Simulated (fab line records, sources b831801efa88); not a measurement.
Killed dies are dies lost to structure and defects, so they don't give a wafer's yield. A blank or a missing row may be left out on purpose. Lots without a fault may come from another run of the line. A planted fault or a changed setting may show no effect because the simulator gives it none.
fab line records | flow sky130
record lots=11 wafers=33 last_day=50
route steps=708 shown VIA3@597 VIA4@639 PAD_OPEN@708
lots that met no fault: from a run of the same line without faults
start_h: hours from the record's first day to the start of the lot's first wafer shown | wait_h: hours since the lot's step before | " the same as in the row above | L1.1+2: a row that stands for several wafers | - no value, or no start given | * or withheld: withheld | < > ~ a bound
route shown NAME@n: a module of which the file shows steps, and the number in the route of the first | usual: mean/standard deviation of fault-free wafers | same: alike in all rows | chamber/n: place in a boat | sites: the reading at each site | _std_site: their standard deviation | _edge_site: outer sites' mean less inner sites' | radius_mm: how far each site lies from the wafer's centre | mask NAME#n: copy n | behind: the tool/chamber that last shaped the wafer | hold: why the lot was held/for how many hours/how that ended | device: the transistor (n, p or np) that didn't switch | end of line: the same wafers' tests at the end of the route | a step without rows: its recipe alone | killed: dies lost to structure and defects at the first sort, not the wafer's yield | map: a wafer's dies, x killed, . not, _ none there
set.NAME: the setting as run; set.NAME@STEP: as run at that earlier step | model.NAME: the simulator's own value behind a step, which no gauge read
steps of the route over a sample of lots; a table a step, a row a wafer
services: from which hour (start_h, from the record's first day; less than 0 if before it) a tool's chamber was out of use, for how many hours, and why
## steps
# step SKY_VIA3_CMP_24
# recipe stop_on=SiO2 t_overpolish_s=20 down_force_psi=3.5 platen_rpm=60 target_thk_nm=0 pad_velocity_m_s=0.94248
# usual edge_zone_pressure_frac=1.000/0.0051 motor_current_A=11.2/0.86 overpolish_run_s=20.000/0.0098 platen_rpm=60.00/0.041 time_to_endpoint_s=93/4.3
# columns lot.wafer tool chamber start_h wait_h edge_zone_pressure_frac motor_current_A overpolish_run_s platen_rpm time_to_endpoint_s
L915.3 cmp-02 2 921.13 0.1 1.003 10.7 20.001 60.09 93
L915.5 " 0 " " 1.001 12.2 19.998 59.96 88
L915.6 " 1 " " 1.001 10.9 20.012 60.00 88
L919.4 cmp-01 2 978.14 0.1 1.012 11.8 19.990 59.92 93
L919.5 " 1 " " 0.992 11.9 20.008 60.07 99
L919.6 " 2 " " 1.001 12.1 19.999 60.02 95
L921.2 cmp-02 1 984.68 0.1 1.002 11.6 19.989 60.04 94
L921.3 " 3 " " 1.005 11.7 19.988 60.03 92
L921.5 " 0 " " 0.998 12.4 19.987 59.97 87
L922.2 cmp-02 1 986.53 0.0 1.005 11.9 19.995 59.94 96
L922.4 " 3 " " 0.995 11.8 19.993 60.08 95
L922.6 " 2 " " 0.996 10.8 20.014 60.05 100
L924.3 cmp-02 1 996.32 0.0 1.002 11.5 20.009 60.01 92
L924.2 " 2 " " 0.991 11.8 19.999 59.93 91
L924.6 " 2 " " 0.994 11.0 20.008 60.02 94
L927.2 cmp-01 3 1025.85 0.1 0.995 9.7 19.997 59.97 87
L927.4 " 0 " " 1.013 10.1 20.004 60.04 92
L927.1 " 1 " " 1.002 11.1 19.987 60.01 93
L931.4 cmp-01 1 1043.45 0.1 1.005 11.7 19.975 60.03 98
L931.6 " 0 " " 0.985 10.2 20.005 60.02 99
L931.5 " 1 " " 1.004 12.3 19.989 59.96 100
L932.4 cmp-01 2 1046.76 0.1 1.010 11.7 19.979 59.89 94
L932.5 " 0 " " 1.003 10.0 19.986 60.03 96
L932.6 " 1 " " 0.998 11.9 19.971 59.95 99
L934.4 cmp-02 0 1062.78 1.2 0.998 12.5 20.012 59.96 87
L934.3 " 1 " " 0.995 11.6 20.019 59.99 100
L934.2 " 2 " " 0.996 11.2 20.001 59.95 98
L935.1 cmp-02 2 1063.78 0.5 1.005 11.2 20.003 59.97 99
L935.2 " 3 " " 1.002 11.6 20.016 60.01 92
L935.5 " 0 " " 0.999 12.1 19.997 59.95 89
L937.3 cmp-01 1 1072.90 0.1 1.005 12.4 20.011 60.03 97
L937.4 " 2 " " 1.001 11.1 19.996 59.95 96
L937.5 " 0 " " 0.998 9.6 19.991 59.97 98
# step SKY_VIA4_HDPCVD_00
# recipe material=SiO2 target_thk_nm=1750 sigma_open_frac=0.3 time_s=291.7 temp_c=400 sih4_flow_sccm=60 pressure_mtorr=6
# usual run_length_s=319.7/0.61 sih4_flow_sccm=59.98/0.18
# columns lot.wafer tool chamber start_h wait_h run_length_s sih4_flow_sccm
L915.3 hdpcvd-01 1 970.61 0.0 320.5 60.35
L915.5 " 2 " " 319.9 59.79
L915.6 " 0 " " 319.6 59.56
L919.4 hdpcvd-01 1 1027.41 0.1 320.3 60.10
L919.5 " 2 " " 319.2 59.87
L919.6 " 0 " " 319.7 60.14
L921.2 hdpcvd-02 1 1031.94 0.0 319.8 59.88
L921.3 " 2 " " 318.7 59.83
L921.5 " 2 " " 318.5 59.89
L922.2 hdpcvd-01 2 1034.18 0.0 319.5 60.04
L922.4 " 2 " " 319.3 60.09
L922.6 " 1 " " 320.4 60.07
L924.2 hdpcvd-01 2 1043.41 0.0 319.7 60.26
L924.3 " 1 " " 320.4 59.95
L924.6 " 0 " " 319.8 60.06
L927.1 hdpcvd-01 2 1068.81 0.0 319.7 59.98
L927.2 " 1 " " 320.6 59.88
L927.4 " 1 " " 320.6 59.83
L931.4 hdpcvd-01 2 1087.72 0.1 353.8 59.82
L931.5 " 1 " " 354.9 60.03
L931.6 " 0 " " 354.4 60.31
L932.4 hdpcvd-01 1 1090.59 0.1 355.1 59.85
L932.5 " 0 " " 354.0 60.00
L932.6 " 2 " " 353.5 60.25
L934.2 hdpcvd-01 1 1105.56 0.0 354.7 60.12
L934.3 " 0 " " 354.8 60.08
L934.4 " 0 " " 354.2 59.70
L935.1 hdpcvd-02 0 1107.47 0.0 319.6 59.87
L935.2 " 1 " " 319.6 59.62
L935.5 " 1 " " 319.9 59.75
L937.3 hdpcvd-02 0 1115.08 0.0 319.2 59.94
L937.4 " 2 " " 318.4 59.84
L937.5 " 1 " " 319.4 60.12
# step SKY_VIA4_THK_MEAS_01
# recipe reads=SiO2_of_VIA4_HDPCVD_00
# usual VIA4_HDPCVD_THK=1747/17
# columns lot.wafer tool chamber start_h wait_h VIA4_HDPCVD_THK[nm]
L915.3 film_metro-02 - 970.81 0.1 1764
L915.5 " - " " 1776
L915.6 " - " " 1776
L919.4 film_metro-04 - 1027.53 0.0 1744
L919.5 " - " " 1742
L919.6 " - " " 1753
L921.2 film_metro-02 - 1032.13 0.1 1726
L921.3 " - " " 1732
L921.5 " - " " 1731
L922.2 film_metro-04 - 1034.37 0.1 1743
L922.4 " - " " 1739
L922.6 " - " " 1729
L924.2 film_metro-04 - 1043.60 0.1 1755
L924.3 " - " " 1746
L924.6 " - " " 1739
L927.1 film_metro-03 - 1068.99 0.1 1753
L927.2 " - " " 1726
L927.4 " - " " 1749
L931.4 film_metro-03 - 1087.84 0.0 1970
L931.5 " - " " 1975
L931.6 " - " " 1957
L932.4 film_metro-03 - 1090.71 0.0 1963
L932.5 " - " " 1966
L932.6 " - " " 1962
L934.2 film_metro-04 - 1105.74 0.1 1971
L934.3 " - " " 1955
L934.4 " - " " 1969
L935.1 film_metro-04 - 1107.65 0.1 1750
L935.2 " - " " 1724
L935.5 " - " " 1736
L937.3 film_metro-03 - 1115.27 0.1 1751
L937.4 " - " " 1724
L937.5 " - " " 1706
# step SKY_VIA4_OVL_MEAS_11
# usual VIA4_OVL=0.2/1.3
# columns lot.wafer tool chamber start_h wait_h VIA4_OVL[nm]
L915.3 overlay-02 - 995.85 0.1 0.6
L915.5 " - " " 0.1
L915.6 " - " " -0.9
L919.4 overlay-01 - 1049.66 0.1 2.0
L919.5 " - " " 2.5
L919.6 " - " " -0.5
L921.2 overlay-02 - 1053.20 0.1 -0.4
L921.3 " - " " -0.2
L921.5 " - " " -0.8
L922.2 overlay-02 - 1056.05 0.1 2.4
L922.4 " - " " 1.7
L922.6 " - " " 2.2
L924.2 overlay-01 - 1063.25 0.1 -0.8
L924.3 " - " " -0.7
L924.6 " - " " -0.1
L927.1 overlay-01 - 1089.80 0.1 2.0
L927.2 " - " " 0.7
L927.4 " - " " 2.3
L931.4 overlay-01 - 1108.11 0.1 -1.5
L931.5 " - " " -4.0
L931.6 " - " " -0.9
L932.4 overlay-02 - 1111.16 0.1 -0.2
L932.5 " - " " -0.8
L932.6 " - " " 1.1
L934.2 overlay-02 - 1125.70 0.1 0.6
L934.3 " - " " 1.1
L934.4 " - " " 0.4
L935.1 overlay-02 - 1127.40 0.1 0.4
L935.2 " - " " 1.1
L935.5 " - " " 0.0
L937.3 overlay-02 - 1134.01 0.1 -0.3
L937.4 " - " " 0.4
L937.5 " - " " 0.6
# step SKY_VIA4_STRIP_13
# recipe chemistry=O2/N2 power_w=1400 pressure_mtorr=1500 platen_temp_c=withheld o2_flow_sccm=3000 n2_flow_sccm=300 overash_fraction=0.5
# usual drypump_motor_current_A=5.8/0.5 oes_product_au=0.710/0.0049 strip_time_to_endpoint_s=12.80/0.031
# same overash_fraction=0.5
# columns lot.wafer tool chamber start_h wait_h drypump_motor_current_A oes_product_au rf_hours_counter_h strip_time_to_endpoint_s
L915.3 plasma_asher-01 0 995.98 - 5.6 0.703 - 12.80
L915.5 " 1 " " 6.4 0.711 - 12.83
L915.6 " 0 " " 5.6 0.702 - 12.78
L919.4 plasma_asher-01 0 1049.78 - 5.6 0.708 - 12.83
L919.5 " 0 " " 5.7 0.712 - 12.83
L919.6 " 1 " " 6.4 0.701 - 12.84
L921.2 plasma_asher-03 0 1053.30 - 5.0 0.709 91 12.82
L921.3 " 1 " " 6.0 0.717 - 12.80
L921.5 " 1 " " 6.0 0.707 - 12.76
L922.2 plasma_asher-04 0 1056.15 - 5.3 0.711 30 12.79
L922.4 " 1 " " 6.3 0.697 - 12.76
L922.6 " 0 " " 5.3 0.717 - 12.82
L924.2 plasma_asher-01 0 1063.35 - 5.6 0.710 63 12.72
L924.3 " 0 " " 5.6 0.707 - 12.76
L924.6 " 0 " " 5.6 0.706 - 12.82
L927.1 plasma_asher-03 1 1089.90 - 6.0 0.714 95 12.80
L927.2 " 0 " " 5.0 0.707 95 12.82
L927.4 " 1 " " 6.0 0.712 - 12.79
L931.4 plasma_asher-04 1 1108.24 - 6.2 0.712 - 12.81
L931.5 " 0 " " 5.3 0.709 - 12.89
L931.6 " 1 " " 6.2 0.704 - 12.86
L932.4 plasma_asher-01 1 1111.28 - 6.5 0.710 - 12.84
L932.5 " 1 " " 6.4 0.712 - 12.80
L932.6 " 0 " " 5.6 0.705 - 12.82
L934.2 plasma_asher-03 1 1125.81 - 6.0 0.706 99 12.83
L934.3 " 0 " " 5.0 0.714 - 12.86
L934.4 " 1 " " 6.0 0.705 - 12.77
L935.1 plasma_asher-04 0 1127.51 - 5.3 0.715 37 12.81
L935.2 " 1 " " 6.2 0.715 37 12.77
L935.5 " 1 " " 6.3 0.719 - 12.77
L937.3 plasma_asher-04 1 1134.14 - 6.3 0.711 - 12.83
L937.4 " 0 " " 5.3 0.714 - 12.74
L937.5 " 1 " " 6.2 0.713 - 12.78
# step SKY_PAD_OPEN_PROBE_99
# usual defect_limited_yield=82.7/1.9 killed_at_M0_to_M3=43/6.8 killed_at_M4_up=2.9/1.7 killed_at_contacts=24/5.4 killed_at_front_end=15/4.8 killed_at_other=0.3/0.57 killed_dies=85/9.4 killed_open=47/7.5 killed_short=38/5.7 sort_bin_3_pad_short=0.8/0.37 sort_bin_5_function=10.2/1.5 sort_bin_6_memory=6.2/1.1 sort_n_pass=407/9.4 sort_yield_pct=82.7/1.9
# same gross_dies=492 killed_at_back_side=0 sort_bin_4_leakage[%]=0 sort_bin_8_speed[%]=0
# columns lot.wafer tool chamber start_h wait_h defect_limited_yield[%] killed_at_M0_to_M3 killed_at_M4_up killed_at_contacts killed_at_front_end killed_at_other killed_dies killed_open killed_short sort_bin_3_pad_short[%] sort_bin_5_function[%] sort_bin_6_memory[%] sort_n_pass sort_yield_pct[%]
L924.2 prober-01 - 1129.17 0.1 80.9 46 6 26 16 0 94 51 43 0.6 10.6 7.9 398 80.9
L924.3 prober-01 - 1129.22 0.2 80.9 44 5 31 14 0 94 51 43 1.2 11.0 6.9 398 80.9
L924.6 prober-01 - 1129.37 0.2 83.5 30 2 32 17 0 81 39 42 0.6 9.1 6.7 411 83.5
L927.1 prober-02 - 1151.99 0.1 83.9 33 4 21 20 1 79 41 38 0.8 9.1 6.1 413 83.9
L927.2 prober-02 - 1152.04 0.1 80.7 45 4 28 18 0 95 56 39 0.4 10.6 8.3 397 80.7
L927.4 prober-02 - 1152.14 0.2 85.8 31 2 25 11 1 70 41 29 0.4 8.3 5.5 422 85.8
L932.5 prober-01 - 1171.56 0.2 85.4 39 2 16 15 0 72 39 33 1.2 9.3 4.1 420 85.4
L932.6 prober-01 - 1171.61 0.2 81.5 39 1 31 20 0 91 58 33 0.4 11.6 6.5 401 81.5
L935.1 prober-02 - 1182.76 0.1 87.0 31 3 21 9 0 64 32 32 0.6 8.5 3.9 428 87.0
L935.2 prober-02 - 1182.81 0.1 82.5 38 5 26 17 0 86 48 38 0.2 11.2 6.1 406 82.5
L937.3 prober-02 - 1188.38 0.2 83.5 44 5 17 14 1 81 34 47 0.6 8.5 7.3 411 83.5
L937.4 prober-02 - 1188.43 0.2 85.2 43 7 15 7 1 73 39 34 0.6 8.9 5.3 419 85.2
L937.5 prober-02 - 1188.48 0.2 79.9 56 3 27 13 0 99 56 43 1.0 13.2 5.9 393 79.9
# killed by level:class
L924.2 LI_CONTACT:geometric_particle:open=8 VIA1:geometric_particle:open=8 VIA3:geometric_particle:open=7 CONTACT:geometric_particle:open=6 VIA2:geometric_particle:open=6 VIA1:geometric_particle:short=5 CONTACT:geometric_particle:short=5 POLY_GATE:geometric_particle:short=4
L924.3 LI_CONTACT:geometric_particle:open=11 VIA3:geometric_particle:open=11 CONTACT:geometric_particle:open=8 METAL1:geometric_particle:short=6 FIELD_ISO:geometric_particle:short=5 VIA1:geometric_particle:open=5 METAL2:geometric_particle:short=5 LI_CONTACT:geometric_particle:short=4
L924.6 CONTACT:geometric_particle:open=13 METAL1:geometric_particle:short=8 POLY_GATE:geometric_particle:short=6 LI_CONTACT:geometric_particle:open=6 LOCAL_INTERCONNECT:geometric_particle:short=6 VIA3:geometric_particle:open=5 FIELD_ISO:geometric_particle:short=4 VIA1:geometric_particle:open=4
L927.1 LI_CONTACT:geometric_particle:open=8 VIA1:geometric_particle:open=7 VIA2:geometric_particle:open=7 CONTACT:geometric_particle:open=6 POLY_GATE:geometric_particle:short=5 LOCAL_INTERCONNECT:geometric_particle:short=4 VIA1:geometric_particle:short=4 METAL1:geometric_particle:short=4
L927.2 VIA1:geometric_particle:open=12 CONTACT:geometric_particle:open=9 VIA2:geometric_particle:open=9 LI_CONTACT:geometric_particle:open=8 VIA1:geometric_particle:short=6 VIA3:geometric_particle:open=5 LI_CONTACT:geometric_particle:short=5 SPACER:geometric_particle:open=5
L927.4 LI_CONTACT:geometric_particle:open=9 VIA1:geometric_particle:open=8 CONTACT:geometric_particle:open=7 CONTACT:geometric_particle:short=5 VIA2:geometric_particle:open=5 LOCAL_INTERCONNECT:geometric_particle:short=4 METAL1:geometric_particle:short=3 METAL2:geometric_particle:short=3
L932.5 VIA3:geometric_particle:open=9 FIELD_ISO:geometric_particle:short=6 LI_CONTACT:geometric_particle:open=6 VIA2:geometric_particle:open=6 VIA1:geometric_particle:short=5 METAL2:geometric_particle:open=5 LOCAL_INTERCONNECT:geometric_particle:short=4 CONTACT:geometric_particle:open=4
L932.6 CONTACT:geometric_particle:open=13 LI_CONTACT:geometric_particle:open=12 FIELD_ISO:geometric_particle:open=9 VIA1:geometric_particle:open=7 VIA3:geometric_particle:open=6 POLY_GATE:geometric_particle:open=5 METAL1:geometric_particle:short=5 VIA3:geometric_particle:short=5
L935.1 CONTACT:geometric_particle:open=9 VIA3:geometric_particle:open=8 VIA2:geometric_particle:open=6 METAL2:geometric_particle:short=5 LI_CONTACT:geometric_particle:short=4 METAL1:geometric_particle:short=4 POLY_GATE:geometric_particle:short=3 LOCAL_INTERCONNECT:geometric_particle:short=3
L935.2 LI_CONTACT:geometric_particle:open=9 VIA1:geometric_particle:open=9 VIA3:geometric_particle:open=8 CONTACT:geometric_particle:open=8 POLY_GATE:geometric_particle:short=6 METAL2:geometric_particle:short=6 VIA2:geometric_particle:open=6 LOCAL_INTERCONNECT:geometric_particle:short=5
L937.3 METAL1:geometric_particle:short=9 VIA2:geometric_particle:open=8 VIA1:geometric_particle:open=8 CONTACT:geometric_particle:short=6 LOCAL_INTERCONNECT:geometric_particle:short=6 METAL2:geometric_particle:short=5 VIA3:geometric_particle:open=5 VIA2:geometric_particle:short=4
L937.4 VIA1:geometric_particle:open=12 LI_CONTACT:geometric_particle:open=6 METAL2:geometric_particle:short=6 METAL1:geometric_particle:short=6 CONTACT:geometric_particle:open=5 METAL3:geometric_particle:short=4 METAL4:geometric_particle:open=3 VIA2:geometric_particle:open=3
L937.5 VIA1:geometric_particle:open=12 CONTACT:geometric_particle:open=11 METAL1:geometric_particle:short=10 LI_CONTACT:geometric_particle:short=6 LI_CONTACT:geometric_particle:open=6 METAL2:geometric_particle:short=5 METAL2:geometric_particle:open=5 VIA2:geometric_particle:short=5
## services
# columns tool chamber start_h hours kind
cmp-02 - 908.97 5.1 repair
plasma_asher-01 - 909.22 1.1 repair
cmp-02 - 914.05 4.0 pm
plasma_asher-04 - 916.56 0.7 repair
plasma_asher-03 - 922.27 4.3 repair
cmp-01 - 933.05 8.1 pm
plasma_asher-04 - 936.03 3.9 repair
plasma_asher-04 - 960.05 0.6 repair
cmp-01 - 963.66 2.7 repair
plasma_asher-01 - 965.74 7.1 repair
cmp-02 - 975.61 1.3 repair
plasma_asher-01 - 987.00 1.7 repair
plasma_asher-04 - 1002.46 14.6 pm
cmp-01 - 1008.61 5.6 repair
cmp-02 - 1017.09 1.4 repair
cmp-02 - 1018.49 4.2 pm
cmp-02 - 1033.05 0.5 repair
hdpcvd-01 - 1054.49 4.1 repair
cmp-02 - 1058.02 4.2 repair
cmp-01 - 1063.87 0.4 repair
cmp-01 - 1084.12 4.0 pm
cmp-01 - 1091.93 0.9 repair
hdpcvd-01 2 1093.09 9.7 repair
hdpcvd-01 - 1114.02 1.3 repair
## key
first_sign step=SKY_VIA4_HDPCVD_00 reading=run_length_s direction=up sigmas=56 usual=* struck=*
effect step=SKY_VIA4_THK_MEAS_01 reading=VIA4_HDPCVD_THK direction=up sigmas=13 usual=1747 struck=1965
met_at SKY_VIA4_HDPCVD_00
struck_lots L931,L932,L934
not_acting_at SKY_VIA3_CMP_24,SKY_VIA4_OVL_MEAS_11,SKY_VIA4_STRIP_13
onset_between 1068.81 1087.72
fault kind=process_parameter_drift tool=hdpcvd-01 chamber=- onset_h=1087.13 steps=SKY_VIA4_HDPCVD_00 channel=time_s offset=* shape=step end_h=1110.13 acts_in=* stated=*
